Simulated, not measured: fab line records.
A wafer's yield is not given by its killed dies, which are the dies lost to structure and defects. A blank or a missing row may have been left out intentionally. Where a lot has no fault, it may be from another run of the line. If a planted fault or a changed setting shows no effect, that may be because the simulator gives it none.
Check for tools in common :: flow sky130 :: 33 wafers sampled across 11 lots

== WHAT PROMPTED THE OPENING ==
At SKY_GATE_OXIDE_THK_MEAS_02 the reading GATE_OXIDE_OXIDATION_00_THK is flagged on 2 of 11 lots. Fault-free wafers read 10.33 nm, with a standard deviation of 0.2.
Rule: a lot is flagged in two cases, either no wafer of it has a number, or all its wafers with numbers fall more than 4 standard deviations from that mean. The rest of the lots are taken to be sound.

lot: L471
measured: day 12 19:52
on: filmMetro-03
GATE_OXIDE_OXIDATION_00_THK (nm), wafer by wafer: 10.13 10.19 10.13
flag: 

lot: L474
measured: day 13 22:14
on: filmMetro-04
GATE_OXIDE_OXIDATION_00_THK (nm), wafer by wafer: 10.26 10.27 10.31
flag: 

lot: L479
measured: day 15 10:09
on: filmMetro-02
GATE_OXIDE_OXIDATION_00_THK (nm), wafer by wafer: 10.54 10.45 10.42
flag: 

lot: L481
measured: day 16 01:46
on: filmMetro-02
GATE_OXIDE_OXIDATION_00_THK (nm), wafer by wafer: 8.19 8.34 8.20
flag: FLAGGED

lot: L482
measured: day 16 12:43
on: filmMetro-03
GATE_OXIDE_OXIDATION_00_THK (nm), wafer by wafer: 8.08 8.29 8.38
flag: FLAGGED

lot: L483
measured: day 17 04:47
on: filmMetro-03
GATE_OXIDE_OXIDATION_00_THK (nm), wafer by wafer: 10.29 10.41 10.59
flag: 

lot: L489
measured: day 19 01:39
on: filmMetro-03
GATE_OXIDE_OXIDATION_00_THK (nm), wafer by wafer: 9.76 9.91 10.02
flag: 

lot: L490
measured: day 19 13:29
on: filmMetro-02
GATE_OXIDE_OXIDATION_00_THK (nm), wafer by wafer: 10.26 9.98 10.30
flag: 

lot: L492
measured: day 20 04:04
on: filmMetro-03
GATE_OXIDE_OXIDATION_00_THK (nm), wafer by wafer: 10.31 10.20 10.20
flag: 

lot: L493
measured: day 20 09:23
on: filmMetro-02
GATE_OXIDE_OXIDATION_00_THK (nm), wafer by wafer: 10.17 10.15 10.01
flag: 

lot: L494
measured: day 20 17:01
on: filmMetro-04
GATE_OXIDE_OXIDATION_00_THK (nm), wafer by wafer: 10.43 10.54 10.49
flag: 
The mean of the flagged lots' numbers is 8.25 nm, -2.08 nm from the usual (-10 standard deviations).

== EACH LOT AND THE TOOL IT RAN ON ==
The record keeps 1 process step preceding the reading, out of 708 steps on the route. In each cell: the tool, then ch and the chambers that the sampled wafers went through, then the start.
lot: L471
flag: 
SKY_GATE_OXIDE_OXIDATION_01: furnace-02 ch 0, day 12 18:27

lot: L474
flag: 
SKY_GATE_OXIDE_OXIDATION_01: furnace-02 ch 0, day 13 20:49

lot: L479
flag: 
SKY_GATE_OXIDE_OXIDATION_01: furnace-02 ch 0, day 15 08:44

lot: L481
flag: FLAGGED
SKY_GATE_OXIDE_OXIDATION_01: furnace-01 ch 0, day 16 00:20

lot: L482
flag: FLAGGED
SKY_GATE_OXIDE_OXIDATION_01: furnace-01 ch 0, day 16 11:18

lot: L483
flag: 
SKY_GATE_OXIDE_OXIDATION_01: furnace-02 ch 0, day 17 03:22

lot: L489
flag: 
SKY_GATE_OXIDE_OXIDATION_01: furnace-01 ch 0, day 19 00:14

lot: L490
flag: 
SKY_GATE_OXIDE_OXIDATION_01: furnace-02 ch 0, day 19 12:03

lot: L492
flag: 
SKY_GATE_OXIDE_OXIDATION_01: furnace-02 ch 0, day 20 02:40

lot: L493
flag: 
SKY_GATE_OXIDE_OXIDATION_01: furnace-01 ch 0, day 20 07:59

lot: L494
flag: 
SKY_GATE_OXIDE_OXIDATION_01: furnace-02 ch 0, day 20 15:35
These steps, and what they do:
- SKY_GATE_OXIDE_OXIDATION_01: stabilise 600 s, purge 300 s, target thk 10.268 nm.
- SKY_GATE_OXIDE_THK_MEAS_02

== FLAGGED AGAINST TOTAL, ONE TOOL AT A TIME (gauges that did the reading follow at the end) ==
step: SKY_GATE_OXIDE_OXIDATION_01
tool: furnace-01
lots run: 4
flagged: 2
share of the flagged lots: all
sound lots run after its first flagged lot: 2 (L489,L493)

step: SKY_GATE_OXIDE_OXIDATION_01
tool: furnace-02
lots run: 7
flagged: 0
share of the flagged lots: none
sound lots run after its first flagged lot: -

step: SKY_GATE_OXIDE_THK_MEAS_02
tool: filmMetro-02
lots run: 4
flagged: 1
share of the flagged lots: some
sound lots run after its first flagged lot: 2 (L490,L493)

step: SKY_GATE_OXIDE_THK_MEAS_02
tool: filmMetro-03
lots run: 5
flagged: 1
share of the flagged lots: some
sound lots run after its first flagged lot: 3 (L483,L489,L492)

step: SKY_GATE_OXIDE_THK_MEAS_02
tool: filmMetro-04
lots run: 2
flagged: 0
share of the flagged lots: none
sound lots run after its first flagged lot: -

== THE TABLE: WHAT IT ALLOWS ==
Rows of the table that ran each flagged lot: 1, that is furnace-01 at SKY_GATE_OXIDE_OXIDATION_01.
- furnace-01 at SKY_GATE_OXIDE_OXIDATION_01 ran 4 lots, 2 of them flagged. Sound lots ran on it after the first flagged one (L489, L493), which a lasting fault on the whole tool wouldn't allow. Its own readings (spikeTcBottomC, spikeTcCentreC, spikeTcLowerC, spikeTcTopC, spikeTcUpperC, tubeCenterTempC, tube_center_temp_C_max) fall more than 4 standard deviations out on all wafers of the flagged lots.
Every row of the table either missed a flagged lot or ran a sound lot after the first.

== WHAT THE SIMULATOR HAD INSERTED ==
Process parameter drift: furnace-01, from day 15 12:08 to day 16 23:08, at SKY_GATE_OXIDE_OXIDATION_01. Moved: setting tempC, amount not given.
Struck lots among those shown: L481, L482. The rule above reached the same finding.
